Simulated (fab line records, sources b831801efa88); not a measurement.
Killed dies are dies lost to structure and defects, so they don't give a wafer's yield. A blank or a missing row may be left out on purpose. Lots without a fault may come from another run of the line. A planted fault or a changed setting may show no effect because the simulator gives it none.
Problem report in the 8D (eight disciplines) form, filled by code | flow gf180mcu | the parts of the form that need people (team, actions taken, sign-off) are left out

1. THE PROBLEM
tilt_deg at GF_VT_IMPLANT_IMPLANT_08 reads a mean of 7.418 degrees on 6 wafers of 2 lots; wafers without a fault read 7.000 degrees with a standard deviation of 0.023. That is +18 standard deviations from the usual mean.
First seen on wafer L575.2, day 6 05:59, on implanter-04. The record holds 42 wafers of 14 lots with a number at this step. Rule for "out", or "out of limits": more than 4 standard deviations from the usual mean. The other wafers with a number count as sound.

2. WHAT IT IS AND WHAT IT IS NOT
question                    | is                     | is not
which readings at this step | tilt_deg               | -
which lots                  | L575, L576             | L573, L577, L586, L588, L589, L590, L591, L592, L593, L594, L595, L596
which wafers of those lots  | all that have a number | -
read on which tools         | implanter-04           | implanter-01, implanter-03
when                        | from day 6 05:59       | up to then (3 sound wafers); but 33 sound wafers of L577, L586, L588, L589, L590, L591, L592, L593, L594, L595, L596 came after

3. SUSPECTS, AND WHAT RULES EACH OUT
Counting: a tool at a process step up to the reading stays a suspect if it ran every lot that is out and no sound lot after the first of them.
- implanter-04 at GF_VT_IMPLANT_IMPLANT_08: ruled out as a lasting fault. Sound lots L589, L591, L593, L595 ran on it after its first lot that is out, L575 (day 6 05:59).
Left after counting: nothing in the record.

4. THE CAUSE (what the simulator had put in)
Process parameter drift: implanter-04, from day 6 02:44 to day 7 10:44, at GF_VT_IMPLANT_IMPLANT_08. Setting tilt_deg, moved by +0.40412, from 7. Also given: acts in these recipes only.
Counting ruled it out, wrongly.

5. THE CHAIN OF EFFECTS, in route order
Each row: a reading whose mean over the struck wafers that have a number lies more than 3 standard deviations from the usual. Only readings for which the record gives a usual standard deviation are gone through. hours: the time from each lot's start at the first step in this table that gives one to its start at this step, as a median over the lots. sigmas: the change in usual standard deviations.
hours | step                     | reading  | usual         | on struck wafers | change | sigmas
0     | GF_VT_IMPLANT_IMPLANT_08 | tilt_deg | 7.000 degrees | 7.418            | +0.418 | +18
The process steps in it:
- GF_VT_IMPLANT_IMPLANT_08
Later measuring or inspecting steps at which every struck wafer that the step has a row for has a number for every such reading, and none has moved that far: GF_POLY_GATE_CD_MEAS_10.

6. WHAT WOULD HAVE CAUGHT IT SOONER
In this record the first reading out of limits was taken at day 6 05:59, 3 hours after the fault began at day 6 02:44.
